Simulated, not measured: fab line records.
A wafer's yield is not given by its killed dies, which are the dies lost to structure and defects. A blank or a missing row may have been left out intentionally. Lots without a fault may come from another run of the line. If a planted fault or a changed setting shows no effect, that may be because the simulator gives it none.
The same fault as seen by 2 desks / flow gf180mcu / numbers are kept per desk, each desk with only its own; the story behind them comes last

## FOR THE TOOL OWNER'S DESK: implanter-02
The tool's own readings at GF_NWELL_IMPLANT_08: means of the sampled wafers that have a number, for each lot that ran on this tool. Any lot whose mean is over 4 standard deviations away from the usual mean is out of limits and marked OUT; that distance is given in the brackets.
Columns: A = beamOnS at GF_NWELL_IMPLANT_08, usual 10.01 s; B = doseIonsCm2 at GF_NWELL_IMPLANT_08, usual 1.5001e+13; C = faradayCurrentUA at GF_NWELL_IMPLANT_08, usual 84.5
lot=L705; first seen here=day 3 15:56; A=10.09; B=1.5000e+13; C=84.2
lot=L706; first seen here=day 3 19:36; A=10.13; B=1.4983e+13; C=83.7
lot=L708; first seen here=day 4 06:07; A=10.00; B=1.9393e+13 (+99 or more) OUT; C=109.4 (+15) OUT
lot=L710; first seen here=day 4 15:31; A=9.76; B=1.9372e+13 (+99 or more) OUT; C=111.8 (+16) OUT
This desk finds L708, L710 out of limits, L708 being first, at day 4 06:07 (doseIonsCm2 at GF_NWELL_IMPLANT_08). L705, L706: within limits.

## THE METROLOGY DESK
What the gauges read, lot by lot, whatever tool the lot ran on: means of the sampled wafers that have a number. Any lot whose mean is over 4 standard deviations away from the usual mean is out of limits and marked OUT; that distance is given in the brackets.
Columns: A = NWELL_TW at GF_NWELL_TW_MEAS_11, usual 1575; B = NWELL_RS at GF_VT_IMPLANT_RS_MEAS_47, usual 488.2 ohm/sq; C = NSD_OVL at GF_NSD_OVL_MEAS_08, usual 0.2 nm
lot=L705; first seen here=day 3 16:20; A=1582; B=489.3; C=2.3
lot=L706; first seen here=day 3 20:00; A=1548; B=488.6; C=1.1
lot=L707; first seen here=day 3 23:37; A=1593; B=487.5; C=-0.6
lot=L708; first seen here=day 4 06:29; A=1711 (+7.1) OUT; B=424.7 (-49) OUT; C=1.6
lot=L710; first seen here=day 4 15:53; A=1707 (+7.0) OUT; B=424.8 (-49) OUT; C=1.2
lot=L715; first seen here=day 5 19:57; A=1576; B=488.3; C=-0.4
lot=L720; first seen here=day 7 00:13; A=1560; B=488.5; C=-0.9
lot=L721; first seen here=day 7 05:40; A=1557; B=488.7; C=-1.8
lot=L722; first seen here=day 7 12:02; A=1557; B=486.9; C=1.8
lot=L723; first seen here=day 7 15:44; A=1610; B=490.8; C=-0.1
lot=L724; first seen here=day 7 21:23; A=1591; B=488.5; C=-0.5
lot=L727; first seen here=day 8 15:33; A=1594; B=488.2; C=-1.2
Finding of this desk: L708, L710 out of limits, first seen on L708 at day 4 06:29 (NWELL_TW at GF_NWELL_TW_MEAS_11). L705, L706, L707, L715, L720, L721, L722, L723, L724, L727: within limits.

## PUT TOGETHER
The tool owner's desk had the chance to raise an alarm at day 4 06:07 on L708, L710.
L708, L710 would have let the metrology desk raise an alarm at day 4 06:29.
Of the lots named, all ran GF_NWELL_IMPLANT_08 on implanter-02.

## WHAT WAS PUT IN BY THE SIMULATOR
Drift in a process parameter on implanter-02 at GF_NWELL_IMPLANT_08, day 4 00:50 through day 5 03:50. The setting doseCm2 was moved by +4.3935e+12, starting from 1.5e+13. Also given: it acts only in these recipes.
Shown lots that were struck: L708, L710.
Hours from the fault's start to each desk's first reading out of limits: the tool owner's desk, 5; the metrology desk, 6.
